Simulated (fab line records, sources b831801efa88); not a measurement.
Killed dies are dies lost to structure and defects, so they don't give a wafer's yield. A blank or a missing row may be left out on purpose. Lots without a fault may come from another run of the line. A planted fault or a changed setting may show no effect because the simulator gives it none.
A struck lot beside a sound one | flow sky130 | 16 steps out of a route of 708
Sound: wafers L904.3, L904.4, L904.6. Struck: wafers L918.1, L918.3, L918.5. The cause comes at the end.
At each step with rows: each side's tool, then ch and its chambers, then its first start. Under that, the readings that differ: sound wafers | struck wafers | difference of the means | sigmas: that difference in standard deviations of wafers without a fault.
alike: readings whose means differ by less than 2 such deviations, and words and numbers that are the same on both sides. not compared: withheld readings, readings that some wafer has no value for, bounds like >300 that may hide the same value, and numbers for which the record gives no deviation and whose values overlap.
The two part at a step that has a row with sigmas, a row that says differs or no value, or rows on one side only. Numbers that don't overlap but have no deviation are shown without sigmas and don't part them. A reading that every wafer of one side lacks parts them only if that side has two wafers or more.

first, 3 steps without rows for these wafers: SKY_SONOS_TUNNEL_EXPOSE_04 (exposes mask TUNM, target cd 410 nm); SKY_SONOS_TUNNEL_PEB_05; SKY_SONOS_TUNNEL_DEVELOP_06 (develop time 60 s).
SKY_SONOS_TUNNEL_CD_MEAS_07: target cd 410 nm.
  sound on cd_sem-01, day 12 02:47; struck on cd_sem-02, day 17 03:23
  reading    | sound             | struck            | difference | sigmas
  cd_nm (nm) | 407.8 406.9 405.1 | 409.5 413.3 410.7 | +4.6       | +2
SKY_SONOS_TUNNEL_OVL_MEAS_08:
  sound on overlay-02, day 12 02:52; struck on overlay-01, day 17 03:31
  alike: SONOS_TUNNEL_OVL
then, 3 steps without rows for these wafers: SKY_SONOS_TUNNEL_IMPLANT_09; SKY_SONOS_TUNNEL_WET_ETCH_10 (etches SiO2 in dHF, target depth 14 nm, time 280 s); SKY_SONOS_TUNNEL_STRIP_11 (strips in SPM, time 600 s).
SKY_SONOS_TUNNEL_TW_MEAS_12:
  sound on film_metro-03, day 12 03:25; struck on film_metro-03, day 17 03:58
  alike: SONOS_TUNNEL_TW
then, 2 steps without rows for these wafers: SKY_SONOS_TUNNEL_CLEAN_13 (cleans in dHF, time 20 s); SKY_SONOS_ONO_OXIDATION_00 (stabilise 600 s, purge 300 s, target thk 2.6 nm).
SKY_SONOS_ONO_THK_MEAS_01:
  sound on film_metro-04, day 12 04:50; struck on film_metro-03, day 17 06:42
  alike: SONOS_ONO_OXIDATION_THK
SKY_SONOS_ONO_CVD_02: deposits Si3N4 from DCS/NH3, target thk 10.5 nm, time 180 s.
  sound on lpcvd-02 ch 1, day 12 06:24; struck on lpcvd-02 ch 1, day 17 07:27
  reading                                     | sound             | struck            | difference | sigmas
  spike_tc_centre_C (C)                       | 771.5 769.8 770.0 | 791.5 790.0 791.8 | +20.7      | +17
  zone_power_centre_pct (%)                   | 12.3 12.2 12.2    | 16.9 16.9 17.2    | +4.8       | +4
  zone_power_lower_pct (%)                    | 12.67 12.68 12.69 | 9.99 10.25 10.02  | -2.59      | -13
  zone_power_upper_pct (%)                    | 14.43 14.43 14.42 | 11.33 11.30 11.29 | -3.12      | -14
  model.Si3N4_of_SONOS_ONO_CVD_02.thk_nm (nm) | 10.55 10.54 10.44 | 10.81 11.07 11.61 | +0.65      |
  alike: spike_tc_bottom_C, spike_tc_upper_C
SKY_SONOS_ONO_THK_MEAS_03:
  sound on film_metro-01, day 12 07:28; struck on film_metro-03, day 17 08:30
  reading                   | sound             | struck            | difference | sigmas
  SONOS_ONO_CVD_02_THK (nm) | 10.51 10.57 10.45 | 10.79 11.08 11.61 | +0.65      | +5
then, 1 step without rows for these wafers: SKY_SONOS_ONO_CVD_04 (deposits SiO2 from SiH4/N2O, target thk 5.7199 nm).
-- the record jumps here: 33 days lie between the struck wafers' starts before and after (it left off in module SONOS_ONO and takes up again in module PAD_OPEN, whose first step shown is number 708 of the route) --
SKY_PAD_OPEN_PROBE_99:
  sound on prober-01, day 46 07:41; struck on prober-01, day 50 06:31
  alike: killed_at_M0_to_M3, killed_at_M4_up, killed_at_contacts, killed_at_front_end, killed_at_other, killed_dies, killed_open, killed_short
  not compared: model.etest.sonos_erased.drive_ua_um, model.etest.cap_ono.gate_log10_a_cm2, model.etest.cap_ono.gate_bv_v, model.etest.cap_ono.tox_acc_nm, model.etest.sonos_programmed.vt_v, model.etest.sonos_programmed.off_log10_a_um, model.etest.sonos_erased.vt_v, model.etest.sonos_baked.vt_v

WHERE THEY PART
First at SKY_SONOS_TUNNEL_CD_MEAS_07; last, within this record, at SKY_SONOS_ONO_THK_MEAS_03. Later steps at which nothing parts them and some readings are alike: SKY_PAD_OPEN_PROBE_99.

WHY: what the simulator had put in
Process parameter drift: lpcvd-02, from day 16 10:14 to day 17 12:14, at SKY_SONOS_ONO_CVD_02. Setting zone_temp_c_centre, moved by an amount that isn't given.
